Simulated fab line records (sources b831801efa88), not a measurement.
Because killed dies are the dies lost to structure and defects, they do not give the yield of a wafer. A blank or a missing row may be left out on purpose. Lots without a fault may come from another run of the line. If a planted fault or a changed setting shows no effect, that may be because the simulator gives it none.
Commonality check across tools ; flow gf180mcu ; Sample size 14 lots and 42 wafers

## WHAT PROMPTED THE OPENING
2 of 14 lots carry a flag on the reading MVPSD_TW at GF_MVPSD_TW_MEAS_11. Fault-free wafers read 559.5, with a standard deviation of 2.9.
Rule: a lot is flagged in two cases, either no wafer of it has a number, or all its wafers with numbers fall more than 4 standard deviations from that mean. All remaining lots are regarded as sound.

lot;measured;on;MVPSD_TW, wafer by wafer;flag
L131;day 5 02:31;film metro-04;559.8 560.7 560.5;
L132;day 5 08:58;film metro-04;559.2 558.4 557.9;
L133;day 5 12:07;film metro-03;558.5 556.6 554.8;
L134;day 5 19:47;film metro-04;557.7 561.6 561.2;
L136;day 6 07:50;film metro-03;557.5 559.3 558.8;
L139;day 7 00:43;film metro-03;554.1 559.3 556.6;
L140;day 7 08:22;film metro-04;559.8 560.9 561.4;
L148;day 9 09:04;film metro-03;699.0 697.4 698.2;FLAGGED
L149;day 9 12:35;film metro-04;699.9 700.6 702.5;FLAGGED
L150;day 9 18:46;film metro-03;560.0 560.3 560.8;
L151;day 9 23:09;film metro-04;562.6 559.7 562.7;
L152;day 10 20:32;film metro-03;560.7 559.8 561.7;
L153;day 10 20:53;film metro-03;561.1 561.0 558.4;
L154;day 11 00:33;film metro-04;560.8 561.7 564.2;
Average over the flagged lots: 699.6; offset from the usual +140.1, equal to +48 standard deviations.

## LOT BY LOT: THE TOOL USED
The record holds 1 process step before the reading, out of a route of 602 steps. In each cell: the tool, then ch and the chambers that the sampled wafers went through, then the start.
lot;flag;GF_LVPWELL_COAT_02
L131;;litho track-03 ch 0, day 3 14:25
L132;;litho track-02 ch 0, day 3 20:42
L133;;litho track-02 ch 0, day 4 00:57
L134;;litho track-03 ch 0, day 4 07:46
L136;;litho track-03 ch 0, day 4 18:07
L139;;litho track-01 ch 0, day 5 10:44
L140;;litho track-03 ch 0, day 5 17:37
L148;FLAGGED;litho track-03, day 7 13:47
L149;FLAGGED;litho track-03, day 7 17:43
L150;;litho track-03 ch 0, day 7 22:44
L151;;litho track-01 ch 0, day 8 03:27
L152;;litho track-01 ch 0, day 8 22:47
L153;;litho track-02 ch 0, day 8 22:55
L154;;litho track-01 ch 0, day 9 02:50
These steps, and what they do:
- GF_LVPWELL_COAT_02: resist thk 3000 nm.
- GF_MVPSD_TW_MEAS_11

## FLAGGED OVER TOTAL, TOOL BY TOOL (the gauges that took the reading come last)
step;tool;lots run;flagged;share of the flagged lots;sound lots run after its first flagged lot
GF_LVPWELL_COAT_02;litho track-01;4;0;none;-
GF_LVPWELL_COAT_02;litho track-02;3;0;none;-
GF_LVPWELL_COAT_02;litho track-03;7;2;all;1 (L150)
GF_MVPSD_TW_MEAS_11;film metro-03;7;1;some;3 (L150,L152,L153)
GF_MVPSD_TW_MEAS_11;film metro-04;7;1;some;2 (L151,L154)

## WHAT THE TABLE PERMITS
Rows of the table that ran each flagged lot: 1, that is litho track-03 at GF_LVPWELL_COAT_02.
- litho track-03 at GF_LVPWELL_COAT_02: 2 of its 7 lots flagged. Sound lots followed the first flagged one (L150) on it, something a lasting fault affecting the whole tool could not allow. On the flagged lots its readings are blank where sound lots have values: chill plate temp C, dispense pressure kPa.
Not one row of the table ran every flagged lot while running no sound lot after the first.

## WHAT THE SIMULATOR HAD INSERTED
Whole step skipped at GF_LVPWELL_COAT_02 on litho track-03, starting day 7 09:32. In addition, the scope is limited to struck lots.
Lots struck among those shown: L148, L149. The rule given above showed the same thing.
